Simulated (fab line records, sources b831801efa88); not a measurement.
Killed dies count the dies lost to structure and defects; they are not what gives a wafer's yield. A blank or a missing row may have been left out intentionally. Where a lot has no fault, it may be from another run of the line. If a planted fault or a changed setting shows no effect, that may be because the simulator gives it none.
Which tool was responsible? || flow sky130 || Sampling: 10 lots, 30 wafers, 4 of 708 route steps

## WHAT EACH GAUGE READ, for each wafer
SKY_METAL2_THK_MEAS_06: measures by xrf.
{"lot": "L991", "measured": "day 34 03:23", "on": "film metro-02", "METAL2_ALCU_THK (nm)": "252.6 250.4 251.3"}
{"lot": "L992", "measured": "day 34 12:29", "on": "film metro-03", "METAL2_ALCU_THK (nm)": "248.7 245.9 243.4"}
{"lot": "L993", "measured": "day 34 21:31", "on": "film metro-03", "METAL2_ALCU_THK (nm)": "248.5 250.8 247.4"}
{"lot": "L995", "measured": "day 35 15:38", "on": "film metro-02", "METAL2_ALCU_THK (nm)": "247.1 250.1 248.8"}
{"lot": "L100", "measured": "day 37 16:50", "on": "film metro-03", "METAL2_ALCU_THK (nm)": "250.2 247.1 247.9"}
{"lot": "L104", "measured": "day 38 23:25", "on": "film metro-02", "METAL2_ALCU_THK (nm)": "246.9 246.7 247.9"}
{"lot": "L105", "measured": "day 38 23:46", "on": "film metro-04", "METAL2_ALCU_THK (nm)": "248.1 243.6 243.0"}
{"lot": "L109", "measured": "day 39 21:16", "on": "film metro-02", "METAL2_ALCU_THK (nm)": "247.5 247.2 248.1"}
{"lot": "L111", "measured": "day 40 09:56", "on": "film metro-02", "METAL2_ALCU_THK (nm)": "248.7 250.9 247.6"}
{"lot": "L113", "measured": "day 41 03:07", "on": "film metro-02", "METAL2_ALCU_THK (nm)": "247.1 246.1 244.2"}

SKY_METAL2_CD_MEAS_15 targets a cd of 140 nm.
{"lot": "L991", "measured": "day 35 06:40", "on": "cd sem-02", "cd nm (nm)": "140.7 140.9 141.1"}
{"lot": "L992", "measured": "day 35 15:19", "on": "cd sem-02", "cd nm (nm)": "140.6 138.8 140.1"}
{"lot": "L993", "measured": "day 35 23:50", "on": "cd sem-01", "cd nm (nm)": "140.5 140.0 139.7"}
{"lot": "L995", "measured": "day 36 19:02", "on": "cd sem-02", "cd nm (nm)": "142.3 142.5 140.8"}
{"lot": "L100", "measured": "day 38 17:44", "on": "cd sem-02", "cd nm (nm)": "139.7 141.2 141.1"}
{"lot": "L104", "measured": "day 40 00:49", "on": "cd sem-01", "cd nm (nm)": "53.6 104.6 98.9"}
{"lot": "L105", "measured": "day 40 00:53", "on": "cd sem-02", "cd nm (nm)": "96.9 122.4 129.5"}
{"lot": "L109", "measured": "day 40 22:28", "on": "cd sem-01", "cd nm (nm)": "139.7 139.2 139.9"}
{"lot": "L111", "measured": "day 41 10:52", "on": "cd sem-02", "cd nm (nm)": "140.1 140.7 140.6"}
{"lot": "L113", "measured": "day 42 02:48", "on": "cd sem-01", "cd nm (nm)": "140.6 140.9 141.0"}

## TOOL THAT RAN EACH LOT (tool first, then ch and the chambers of the sampled wafers, then the start)
{"lot": "L991", "SKY_METAL2_SPUTTER_03": "pvd sputter-04, day 34 03:12", "SKY_METAL2_EXPOSE_12": "krf scanner-02 ch 0, day 34 16:31"}
{"lot": "L992", "SKY_METAL2_SPUTTER_03": "pvd sputter-04, day 34 12:18", "SKY_METAL2_EXPOSE_12": "krf scanner-01 ch 0, day 35 02:22"}
{"lot": "L993", "SKY_METAL2_SPUTTER_03": "pvd sputter-03, day 34 21:20", "SKY_METAL2_EXPOSE_12": "krf scanner-02 ch 0, day 35 11:26"}
{"lot": "L995", "SKY_METAL2_SPUTTER_03": "pvd sputter-04, day 35 15:25", "SKY_METAL2_EXPOSE_12": "krf scanner-02 ch 0, day 36 05:42"}
{"lot": "L100", "SKY_METAL2_SPUTTER_03": "pvd sputter-04, day 37 16:39", "SKY_METAL2_EXPOSE_12": "krf scanner-01 ch 0, day 38 05:11"}
{"lot": "L104", "SKY_METAL2_SPUTTER_03": "pvd sputter-04, day 38 23:14", "SKY_METAL2_EXPOSE_12": "krf scanner-01 ch 0, day 39 11:29"}
{"lot": "L105", "SKY_METAL2_SPUTTER_03": "pvd sputter-02, day 38 23:35", "SKY_METAL2_EXPOSE_12": "krf scanner-01 ch 0, day 39 11:50"}
{"lot": "L109", "SKY_METAL2_SPUTTER_03": "pvd sputter-04, day 39 21:05", "SKY_METAL2_EXPOSE_12": "krf scanner-02 ch 0, day 40 09:44"}
{"lot": "L111", "SKY_METAL2_SPUTTER_03": "pvd sputter-03, day 40 09:43", "SKY_METAL2_EXPOSE_12": "krf scanner-02 ch 0, day 40 23:24"}
{"lot": "L113", "SKY_METAL2_SPUTTER_03": "pvd sputter-04, day 41 02:55", "SKY_METAL2_EXPOSE_12": "krf scanner-02 ch 0, day 41 15:05"}
- SKY_METAL2_SPUTTER_03: material Ti, target thk 5 nm, time 3.3 s.
- SKY_METAL2_EXPOSE_12: exposes mask MM2, target cd 140 nm.

## AS READ BY THE TOOLS THEMSELVES (means over the sampled wafers that have a number; for cases with no such wafer, the mark the record gives instead)
SKY_METAL2_SPUTTER_03.
{"lot": "L991", "tool": "pvd sputter-04", "throttle valve pct (%)": 29.3}
{"lot": "L992", "tool": "pvd sputter-04", "throttle valve pct (%)": 29.1}
{"lot": "L993", "tool": "pvd sputter-03", "throttle valve pct (%)": 30.0}
{"lot": "L995", "tool": "pvd sputter-04", "throttle valve pct (%)": 29.3}
{"lot": "L100", "tool": "pvd sputter-04", "throttle valve pct (%)": 29.3}
{"lot": "L104", "tool": "pvd sputter-04", "throttle valve pct (%)": 29.2}
{"lot": "L105", "tool": "pvd sputter-02", "throttle valve pct (%)": 30.1}
{"lot": "L109", "tool": "pvd sputter-04", "throttle valve pct (%)": 29.2}
{"lot": "L111", "tool": "pvd sputter-03", "throttle valve pct (%)": 29.9}
{"lot": "L113", "tool": "pvd sputter-04", "throttle valve pct (%)": 28.9}

## THE ANSWER, worked out from the rows above alone
Rule: usual is defined by the lots themselves. The widest of any qualifying gaps counts: lots, ordered by their means at a reading, are off when they make up no more than a third of the lots, leave a main group of 4 or more, and stand apart from it by 3 or more times the standard deviation of that group's means. A main group is skipped when, at the precision printed for the reading in the tables above, its means are all equal. A lot without any number at a reading at which 4 lots or more have one is off too. Any other lot the step has rows for is counted as sound. The gauges are gone through in route order, then the tools' own readings, and for those a lot's mean is taken as printed above. The first step at which some lot is off is used, and at that step the reading that is off furthest; a lot without a number counts as furthest.
Off, at SKY_METAL2_CD_MEAS_15 on cd nm: L104, L105. Mean 140.5 nm and standard deviation 0.67 in the main group.
If a tool, at a process step before that reading, ran all the lots that are off and no sound lot after the first of them, it fits. Gauges at SKY_METAL2_CD_MEAS_15: tried the same way as those tools. One fits: SKY_METAL2_EXPOSE_12 on krf scanner-01. Its last sound lot is L100 (day 38 05:11), its first lot that is off L104 (day 39 11:29): a fault that began between those two fits.

## WHAT THE SIMULATOR PUT IN
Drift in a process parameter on krf scanner-01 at SKY_METAL2_EXPOSE_12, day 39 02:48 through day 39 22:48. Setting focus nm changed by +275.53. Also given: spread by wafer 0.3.
Shown lots that were struck: L104, L105. This agrees with what the rule above found.
